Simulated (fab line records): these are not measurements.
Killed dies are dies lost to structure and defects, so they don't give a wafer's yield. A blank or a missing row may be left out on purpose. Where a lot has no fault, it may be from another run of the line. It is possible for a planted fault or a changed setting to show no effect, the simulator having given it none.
Which of the tools did it? -- flow sky130 -- 13 lots, 39 wafers sampled, at 5 steps of a route of 708

## WHAT EACH GAUGE READ, for each wafer
SKY_LDD_HVP_OVL_MEAS_07. Usual: LDD_HVP_OVL gives 0.1 nm (standard deviation 1.2).
lot,measured,on,LDD_HVP_OVL (nm),flag
L816,day 21 09:04,overlay-02,-0.3 0.0 3.1,
L818,day 22 04:50,overlay-01,-2.5 -1.6 -0.2,
L819,day 22 19:53,overlay-02,0.5 0.6 1.2,
L820,day 23 02:53,overlay-02,-1.3 -0.1 -0.4,
L821,day 23 13:43,overlay-02,0.3 -0.3 -1.1,
L826,day 25 11:53,overlay-02,-0.7 -0.4 -1.6,
L827,day 25 19:39,overlay-02,3.5 0.1 2.2,
L831,day 26 19:30,overlay-01,-1.0 -0.1 -0.6,
L832,day 27 13:46,overlay-02,0.8 -0.6 -2.2,
L833,day 27 15:49,overlay-01,2.1 0.7 1.2,
L834,day 28 03:41,overlay-02,-0.7 -0.7 -0.7,
L835,day 28 08:05,overlay-02,0.9 0.5 0.2,
L838,day 29 17:17,overlay-01,0.5 0.3 -0.1,

SKY_SPACER_THK_MEAS_01. Usual: SPACER_CVD_00_THK gives 43.1 nm (standard deviation 0.36).
lot,measured,on,SPACER_CVD_00_THK (nm),flag
L816,day 22 18:23,film_metro-03,43.4 43.5 43.3,
L818,day 23 16:17,film_metro-04,43.3 43.3 43.5,
L819,day 24 03:56,film_metro-02,43.2 42.9 43.2,
L820,day 24 11:42,film_metro-02,43.5 43.1 43.7,
L821,day 24 23:16,film_metro-02,42.7 43.0 42.9,
L826,day 26 20:13,film_metro-03,42.8 42.5 43.0,
L827,day 27 05:06,film_metro-03,42.9 43.4 43.3,
L831,day 28 03:10,film_metro-04,43.1 43.1 43.1,
L832,day 28 21:04,film_metro-02,43.6 43.9 44.0,
L833,day 28 22:56,film_metro-02,43.5 43.0 43.5,
L834,day 29 11:29,film_metro-02,43.2 43.6 43.0,
L835,day 29 15:32,film_metro-02,43.1 43.2 43.2,
L838,day 31 00:56,film_metro-03,42.7 42.6 42.8,

SKY_SD_N_CD_MEAS_07: the cd target is 380 nm. Usual: cd_nm reads 379.7 nm (standard deviation 2.4).
lot,measured,on,cd_nm (nm),flag
L816,day 27 18:02,cd_sem-01,376.7 378.2 376.0,
L818,day 28 15:38,cd_sem-02,380.3 382.7 381.2,
L819,day 29 02:17,cd_sem-01,376.2 375.9 378.6,
L820,day 29 10:28,cd_sem-02,380.9 379.7 380.2,
L821,day 29 22:23,cd_sem-01,336.7 334.9 334.8 336.9 334.7 334.8,OFF
L826,day 31 16:14,cd_sem-01,380.8 380.9 379.6,
L827,day 32 00:05,cd_sem-02,383.1 383.6 382.3,
L831,day 32 19:49,cd_sem-02,380.1 380.7 380.3,
L832,day 33 13:22,cd_sem-02,380.0 379.3 378.0,
L833,day 33 13:47,cd_sem-02,379.1 381.7 381.0,
L834,day 34 00:47,cd_sem-02,380.9 384.4 381.0,
L835,day 34 05:55,cd_sem-01,380.3 378.2 379.6,
L838,day 35 11:50,cd_sem-02,381.3 379.5 377.7,

SKY_LI_CONTACT_THK_MEAS_01. Usual: LI_CONTACT_HDPCVD_THK gives 931 nm (standard deviation 13).
lot,measured,on,LI_CONTACT_HDPCVD_THK (nm),flag
L816,day 27 19:21,film_metro-03,912 930 934,
L818,day 28 16:56,film_metro-01,936 919 915,
L819,day 29 03:35,film_metro-03,928 940 934,
L820,day 29 11:46,film_metro-01,956 952 933,
L821,day 30 02:49,film_metro-04,951 925 945,
L826,day 31 17:33,film_metro-01,943 955 937,
L827,day 32 01:25,film_metro-01,929 920 920,
L831,day 32 21:07,film_metro-01,936 937 931,
L832,day 33 14:40,film_metro-04,933 931 935,
L833,day 33 15:11,film_metro-01,931 939 936,
L834,day 34 02:24,film_metro-04,928 931 915,
L835,day 34 07:13,film_metro-03,938 908 930,
L838,day 35 13:10,film_metro-01,907 928 919,

## WHAT TOOL EACH LOT RAN ON (gives the tool, then ch and the chambers of the sampled wafers, and finally the start)
lot,SKY_SD_N_EXPOSE_04
L816,"iline_stepper-02 ch 0, day 27 03:53"
L818,"iline_stepper-01 ch 0, day 28 01:25"
L819,"iline_stepper-02 ch 0, day 28 11:50"
L820,"iline_stepper-02 ch 0, day 28 19:59"
L821,"iline_stepper-02 ch 0, day 29 07:56"
L826,"iline_stepper-01 ch 0, day 31 02:44"
L827,"iline_stepper-02 ch 0, day 31 11:08"
L831,"iline_stepper-02 ch 0, day 32 06:59"
L832,"iline_stepper-02 ch 0, day 33 00:30"
L833,"iline_stepper-01 ch 0, day 33 01:13"
L834,"iline_stepper-02 ch 0, day 33 11:46"
L835,"iline_stepper-01 ch 0, day 33 16:16"
L838,"iline_stepper-01 ch 0, day 34 22:44"
- SKY_SD_N_EXPOSE_04: exposes mask NSDM, target cd 380 nm.

## WHAT THE TOOLS THEMSELVES READ (means of the sampled wafers that have a number; where no wafer has one, the mark that the record gives instead)
The record holds no such reading with a usual standard deviation.

## THE ANSWER, worked out from the rows above alone
Rule: a lot counts as off when the mean over its wafers that have a number is more than 3 standard deviations away from the usual mean. A lot without any number at a reading at which 4 lots or more have one is off too. All remaining lots with rows at the step are treated as sound. Order of review: gauges by route order, followed by the tools' own readings, for which a lot's mean as printed above is used. The first step at which some lot is off is used, and at that step the reading that is off furthest; a lot without a number counts as furthest.
Off at SKY_SD_N_CD_MEAS_07 (cd_nm): L821.
A tool fits if, at a process step before that reading, it ran every lot that is off, and no sound lot after the first of them. The gauges at SKY_SD_N_CD_MEAS_07 are tried like those tools. None of those tried fits.

## WHAT HAD BEEN PUT IN BY THE SIMULATOR
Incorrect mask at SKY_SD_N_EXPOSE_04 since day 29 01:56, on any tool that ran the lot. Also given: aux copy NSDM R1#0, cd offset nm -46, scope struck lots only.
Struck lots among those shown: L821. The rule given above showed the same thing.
